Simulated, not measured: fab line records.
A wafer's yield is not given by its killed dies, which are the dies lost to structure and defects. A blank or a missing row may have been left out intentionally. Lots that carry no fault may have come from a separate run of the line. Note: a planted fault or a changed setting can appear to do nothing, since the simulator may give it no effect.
One fault through the eyes of 2 desks | flow gf180mcu | each desk has only its own numbers; what lay behind them comes last

THE METROLOGY DESK
What the gauges read, lot by lot, whatever tool the lot ran on: means of the sampled wafers that have a number. A lot is out of limits, marked OUT, if its mean lies more than 4 standard deviations from the usual mean; the brackets give that distance.
Columns: A = cd nm at GF_V5_CD_MEAS_14, usual 260.2 nm; B = TOP_METAL_ALCU_RS at GF_TOP_METAL_RS_MEAS_05, usual 0.0325 ohm/sq
lot  | first seen here | A                | B
L696 | day 27 06:01    | 260.1            | 0.0329
L698 | day 27 21:04    | 258.8            | 0.0328
L703 | day 29 14:47    | 259.1            | 0.0320
L706 | day 30 09:50    | 260.8            | 0.0322
L707 | day 30 16:34    | 265.5 (+4.4) OUT | 0.0326
L710 | day 31 09:39    | 262.2            | 0.0327
L713 | day 32 03:41    | 266.0 (+4.9) OUT | 0.0324
L714 | day 32 08:14    | 261.3            | 0.0317
L715 | day 32 20:24    | 261.0            | 0.0326
L717 | day 33 03:40    | 258.8            | 0.0326
L719 | day 33 14:55    | 258.8            | 0.0331
Finding of this desk: L707, L713 out of limits; the first was L707 at day 30 16:34, on cd nm at GF_V5_CD_MEAS_14. L696, L698, L703, L706, L710, L714, L715, L717, L719: within limits.

AT THE TOOL OWNER'S DESK: litho track-01
The tool's own readings at GF_V5_PEB_12 (peb time 90 s): means of the sampled wafers that have a number, for each lot that ran on this tool. A lot is out of limits, marked OUT, if its mean lies more than 4 standard deviations from the usual mean; the brackets give that distance.
Columns: A = chill plate temp C at GF_V5_PEB_12, usual 23.00 C; B = heater power total W at GF_V5_PEB_12, usual 85.69 W; C = plate temp C at GF_V5_PEB_12, usual 134.98 C
lot  | first seen here | A     | B               | C
L696 | day 27 05:41    | 22.99 | 85.74           | 135.04
L698 | day 27 20:45    | 22.89 | 85.78           | 135.08
L707 | day 30 16:14    | 23.00 | 87.50 (+22) OUT | 137.22 (+16) OUT
L713 | day 32 03:22    | 22.94 | 87.44 (+21) OUT | 137.02 (+15) OUT
Finding of this desk: L707, L713 out of limits; the first was L707 at day 30 16:14, on heater power total W at GF_V5_PEB_12. L696, L698: within limits.

ALL TOGETHER
The tool owner's desk could have raised an alarm at day 30 16:14, on L707, L713.
L707, L713 would have let the metrology desk raise an alarm at day 30 16:34.
Every lot named ran GF_V5_PEB_12 on litho track-01.

WHAT HAD BEEN PUT IN BY THE SIMULATOR
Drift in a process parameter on litho track-01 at GF_V5_PEB_12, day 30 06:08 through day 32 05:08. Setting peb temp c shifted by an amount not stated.
Struck lots among those shown: L707, L713.
Fault start to first reading out of limits, in hours, per desk: tool owner, 10; metrology, 10.
